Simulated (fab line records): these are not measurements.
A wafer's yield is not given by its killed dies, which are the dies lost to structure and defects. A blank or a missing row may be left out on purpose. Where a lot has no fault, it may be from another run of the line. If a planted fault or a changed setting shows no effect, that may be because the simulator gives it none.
Problem report, 8D (eight disciplines) form, completed by code	flow gf180mcu	the parts of the form that need people (team, actions taken, sign-off) are left out

## 1. WHAT IS WRONG
Mean of chamberPressurePa at GF_CONTACT_SPUTTER_22: 5.680 Pa across 6 wafers in 2 lots; on wafers with no fault it is 4.998 Pa (standard deviation 0.01). That puts it +68 standard deviations away from the usual mean.
The step: material Ti, target thk 15 nm, time 80.02 s.
Earliest sighting: wafer L111.3 on pvdSputter-02 at day 22 08:30. The record has a number at this step for 42 wafers belonging to 14 lots. The rule behind "out" and "out of limits": a value lying over 4 standard deviations away from the usual mean. The other wafers with a number count as sound.

## 2. WHAT THIS IS AND IS NOT
question	is	is not
which readings at this step	chamberPressurePa	-
which lots	L111, L112	L100, L101, L102, L106, L113, L114, L116, L117, L995, L996, L997, L999
which wafers of those lots	all that have a number	-
read on which tools	pvdSputter-02	pvdSputter-03, pvdSputter-04
when	from day 22 08:30	up to then (24 sound wafers); but 12 sound wafers of L113, L114, L116, L117 came after

## 3. SUSPECTS, AND WHAT RULES EACH OUT
Counting: a tool at a process step up to the reading stays a suspect if it ran every lot that is out and no sound lot after the first of them.
- pvdSputter-02 at GF_CONTACT_SPUTTER_22 (material Ti, target thk 15 nm, time 80.02 s): kept. It processed each lot that is out, first L111 at day 22 08:30, and no sound lot thereafter; up to then, the last sound lot it processed was L100 at day 18 04:43. Its own readings are out on those wafers: chamberPressurePa.
Left after counting: pvdSputter-02 at GF_CONTACT_SPUTTER_22.

## 4. THE CAUSE (what the simulator had put in)
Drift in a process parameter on pvdSputter-02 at GF_CONTACT_SPUTTER_22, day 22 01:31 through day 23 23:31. The setting chamberPressurePa was moved by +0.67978, starting from 5. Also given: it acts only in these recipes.
This tool alone remained once counting was done.

## 5. THE CHAIN OF EFFECTS, in route order
Rows list readings where the struck wafers' mean (over those with a number) sits beyond 3 standard deviations from the usual. Scope: only readings with a usual standard deviation given in the record; hours: median across lots of the time from each lot's start at the first step in this table that gives one to its start at this step; sigmas: change in usual standard deviations.
hours	step	reading	usual	on struck wafers	change	sigmas
0	GF_CONTACT_SPUTTER_22	chamberPressurePa	4.998 Pa	5.680	+0.682	+68
Process steps it contains:
- GF_CONTACT_SPUTTER_22: material Ti, target thk 15 nm, time 80.02 s.
Later measuring or inspecting steps at which every struck wafer that the step has a row for has a number for every such reading, and none has moved that far: GF_M1_RS_MEAS_05.

## 6. WHAT WOULD HAVE CAUGHT IT SOONER
7 hours passed between the start of the fault at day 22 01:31 and the first reading out of limits in this record, taken at day 22 08:30.
